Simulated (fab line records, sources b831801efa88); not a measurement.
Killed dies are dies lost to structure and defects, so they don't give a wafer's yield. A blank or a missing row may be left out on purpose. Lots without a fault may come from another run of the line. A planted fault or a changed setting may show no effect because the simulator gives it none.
Split-lot experiment | flow sfq_line | 5 lots, 23 wafers read, on a route of 325 steps

THE SPLIT
At SFQ_TRILAYER_I0_VIA_LITHO_COAT_031 (resist thk 650 nm), the setting spin_rpm was moved away from the recipe's 3000 rpm on 10 of the 23 wafers read, by +2.0% to +6.1%. The other wafers ran this setting at the recipe's value.

The file shows no step between the split and the reading.

THE READING
KrF_of_TRILAYER_I0_VIA_LITHO_COAT_031.thk_nm (the simulator's own value, which no gauge read), in nm, at SFQ_TRILAYER_I0_VIA_ETCH_VIA_ETCH_034 (etches SiO2 in CHF3, stops on Nb, target depth 260 nm). The file gives no usual value for it. The 13 wafers here that ran the recipe average 528.9 nm, standard deviation 1.9 nm.

wafer  | tool, chamber at the split | spin_rpm as run, rpm | against the recipe | KrF_of_TRILAYER_I0_VIA_LITHO_COAT_031.thk_nm, nm | against lot-mates on the recipe
L074.3 | litho_track-01, 0          | 3000                 | recipe             | 526.6                                            | -
L074.4 | litho_track-01, 0          | 3000                 | recipe             | 528.6                                            | -
L074.5 | litho_track-01, 0          | 3000                 | recipe             | 528                                              | -
L078.1 | litho_track-03, 0          | 3059                 | +2.0%              | 522.3                                            | -8.4
L078.2 | litho_track-03, 0          | 3059                 | +2.0%              | 525.6                                            | -5.1
L078.4 | litho_track-03, 0          | 3000                 | recipe             | 527.5                                            | -
L078.5 | litho_track-03, 0          | 3000                 | recipe             | 533.9                                            | -
L078.6 | litho_track-03, 0          | 3059                 | +2.0%              | 524                                              | -6.7
L079.1 | litho_track-03, 0          | 3182                 | +6.1%              | 513.1                                            | -16.8
L079.6 | litho_track-03, 0          | 3182                 | +6.1%              | 513.1                                            | -16.8
L079.2 | litho_track-03, 0          | 3000                 | recipe             | 530.4                                            | -
L079.3 | litho_track-03, 0          | 3000                 | recipe             | 528.9                                            | -
L079.4 | litho_track-03, 0          | 3000                 | recipe             | 530.5                                            | -
L083.1 | litho_track-04, 0          | 3000                 | recipe             | 527.9                                            | -
L083.2 | litho_track-04, 0          | 3176                 | +5.9%              | 508.2                                            | -20.3
L083.4 | litho_track-04, 0          | 3000                 | recipe             | 527.4                                            | -
L083.5 | litho_track-04, 0          | 3000                 | recipe             | 530.1                                            | -
L083.6 | litho_track-04, 0          | 3176                 | +5.9%              | 508.3                                            | -20.2
L084.1 | litho_track-01, 0          | 3153                 | +5.1%              | 510.2                                            | -17.6
L084.2 | litho_track-01, 0          | 3000                 | recipe             | 529                                              | -
L084.3 | litho_track-01, 0          | 3153                 | +5.1%              | 511.3                                            | -16.4
L084.4 | litho_track-01, 0          | 3153                 | +5.1%              | 514.6                                            | -13.1
L084.5 | litho_track-01, 0          | 3000                 | recipe             | 526.5                                            | -

THE FIT
A straight line over all 23 wafers: KrF_of_TRILAYER_I0_VIA_LITHO_COAT_031.thk_nm changes by -3.13 nm for each +1% of spin_rpm; r = -0.97; the points scatter about the line by 2.2 nm.
The same after taking each lot's own level away (the mean of its wafers on the recipe; 23 wafers): -3.09 nm for each +1%; r = -0.98; scatter 1.8 nm.
On that fit, the largest move of spin_rpm shifts the reading by 19 nm.
The lots' own levels span 527.73 to 530.70 nm, that is 1.5 times the standard deviation above.
So the lot-to-lot level changes the slope little: the two slopes agree.
Check: with one of the wafers moved furthest among these (+6.1%) left out of the fit, the line predicts -19.2 nm for it against its lot-mates. It came out at -16.8 nm against them.

OTHER SPLITS ON THESE WAFERS
These wafers also went through other splits before the reading. Each is held against what the fit with the lots' levels taken away leaves over:
other split on the same wafers                   | wafers away from the commonest value | r with KrF_of_TRILAYER_I0_VIA_LITHO_COAT_031.thk_nm (lot level and that fit taken away)
SFQ_TRILAYER_INCOMING_OXIDATION_002 temp_c       | 18                                   | +0.26
SFQ_TRILAYER_L0_LITHO_PEB_008 peb_time_s         | 6                                    | -0.25
SFQ_TRILAYER_L0_BARC_OPEN_METAL_ETCH_010 bias_w  | 10                                   | +0.08
SFQ_TRILAYER_L0_VIA_LITHO_PEB_016 peb_temp_c     | 7                                    | -0.18
SFQ_TRILAYER_M0_DEP_SPUTTER_019 time_s           | 11                                   | -0.14
SFQ_TRILAYER_M0_LITHO_COAT_021 spin_rpm          | 6                                    | +0.16
SFQ_TRILAYER_M0_LITHO_PEB_024 peb_temp_c         | 11                                   | -0.12
SFQ_TRILAYER_I0_VIA_LITHO_COAT_036 resist_thk_nm | 10                                   | +0.12

THE WHOLE CHAIN: every reading that the file lists as answering this split, in the file's order
step                                  | what it does                                          | reading                                                                                       | change (the file's fit)              | r (the file's)
SFQ_TRILAYER_I0_VIA_LITHO_COAT_031    | resist thk 650 nm                                     | KrF_of_TRILAYER_I0_VIA_LITHO_COAT_031.thk_nm (the simulator's own value, which no gauge read) | -3.17 nm for each +1% of the setting | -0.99
SFQ_TRILAYER_I0_VIA_ETCH_VIA_ETCH_034 | etches SiO2 in CHF3, stops on Nb, target depth 260 nm | KrF_of_TRILAYER_I0_VIA_LITHO_COAT_031.thk_nm (the simulator's own value, which no gauge read) | -3.11 nm for each +1% of the setting | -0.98

THE FILE'S OWN FIT
KrF_of_TRILAYER_I0_VIA_LITHO_COAT_031.thk_nm changes by -3.11 nm for each +1% of spin_rpm, r = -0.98.
